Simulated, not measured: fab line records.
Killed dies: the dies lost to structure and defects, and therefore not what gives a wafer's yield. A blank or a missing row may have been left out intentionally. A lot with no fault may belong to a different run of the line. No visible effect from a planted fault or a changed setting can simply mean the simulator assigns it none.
Matching of chambers -- flow sky130 -- 4 sister chambers for SKY_VIA1_ETCH_15 on rie diel-03
The step etches SiO2 in C4F8/O2/Ar, stops on TiN, target depth 351 nm, time 54 s. 8 wafers are shown with their chamber, then 8 later ones without.

EACH WAFER AND ITS CHAMBER
wafer,chamber,oes product au (a.u.)
L077.5,3,0.988
L079.6,0,0.967
L080.2,1,0.977
L080.5,1,0.983
L086.2,0,0.962
L086.3,2,0.967
L086.6,3,0.982
L091.1,2,0.981

WAFERS WITHOUT THEIR CHAMBER
wafer,oes product au (a.u.)
L091.2,0.988
L091.3,0.990
L091.4,0.967
L091.5,0.985
L091.6,0.981
L097.3,0.987
L097.4,0.976
L097.5,0.981

EACH ONE'S CHAMBER
wafer,from the rows above,in truth
L091.2,can't be placed: 3 or 1 or 2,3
L091.3,can't be placed: 3 or 1 or 2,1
L091.4,can't be placed: 0 or 2 or 1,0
L091.5,can't be placed: 3 or 1 or 2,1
L091.6,can't be placed: 1 or 3 or 2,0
L097.3,can't be placed: 3 or 1 or 2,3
L097.4,can't be placed: 2 or 1 or 3 or 0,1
L097.5,can't be placed: 1 or 3 or 2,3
0 of 8 placed correctly. Can't be placed from these rows: 8 (the true chamber is among the candidates in 7). Number placed wrongly: 0.
How it was worked out, from the rows above alone: a wafer's distance from a chamber is the root of the sum, over the readings, of the square of ((its reading less the chamber's mean) divided by the reading's scatter). If the next closest chamber is less than 2 further off than the closest, the wafer can't be placed; otherwise it belongs to the closest. The mean given for a chamber averages the wafers shown for that chamber. The scatter: take each reading less its chamber's mean, square it, sum over the shown wafers, divide by the number of wafers less the number of chambers, and take the root.
